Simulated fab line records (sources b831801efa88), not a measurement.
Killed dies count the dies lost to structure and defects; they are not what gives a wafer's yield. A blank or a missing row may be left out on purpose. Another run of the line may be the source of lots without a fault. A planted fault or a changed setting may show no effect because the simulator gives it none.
Matching of chambers / flow sfqLine / SFQ_TRILAYER_I1_VIA_ETCH_VIA_ETCH_052 on rieDiel-04: 4 sister chambers
The step etches SiO2 in CHF3, stops on Nb, target depth 260 nm. 4 wafers are shown with their chamber, then 6 later ones without.

== WAFERS PAIRED WITH THEIR CHAMBERS ==
wafer=L337.5; chamber=2; drypumpMotorCurrentA (A)=5.3
wafer=L338.6; chamber=1; drypumpMotorCurrentA (A)=5.3
wafer=L344.3; chamber=0; drypumpMotorCurrentA (A)=5.7
wafer=L344.6; chamber=3; drypumpMotorCurrentA (A)=6.1

== WAFERS WHOSE CHAMBER IS MISSING ==
wafer=L353.1; drypumpMotorCurrentA (A)=5.4
wafer=L353.3; drypumpMotorCurrentA (A)=5.7
wafer=L353.6; drypumpMotorCurrentA (A)=5.7
wafer=L356.2; drypumpMotorCurrentA (A)=5.7
wafer=L356.5; drypumpMotorCurrentA (A)=5.7
wafer=L356.6; drypumpMotorCurrentA (A)=5.4

== THE CHAMBER EACH PASSED THROUGH ==
wafer=L353.1; from the rows above=can't be placed: 1 or 2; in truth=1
wafer=L353.3; from the rows above=0; in truth=0
wafer=L353.6; from the rows above=0; in truth=0
wafer=L356.2; from the rows above=0; in truth=0
wafer=L356.5; from the rows above=0; in truth=0
wafer=L356.6; from the rows above=can't be placed: 1 or 2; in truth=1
Correctly placed: 4 of 6. These rows do not allow placing 2 (true chamber among the candidates in 2). 0 placed wrongly.
How it was worked out, from the rows above alone: a wafer's distance from a chamber is the root of the sum, over the readings, of the square of ((its reading less the chamber's mean) divided by the reading's scatter). If the next closest chamber is less than 2 further off than the closest, the wafer can't be placed; otherwise it belongs to the closest. For every chamber, the mean is computed from those of its wafers that are shown. The scatter: with one shown wafer a chamber, the root of the mean of the squares of how far each hidden wafer lies from its nearest shown one.
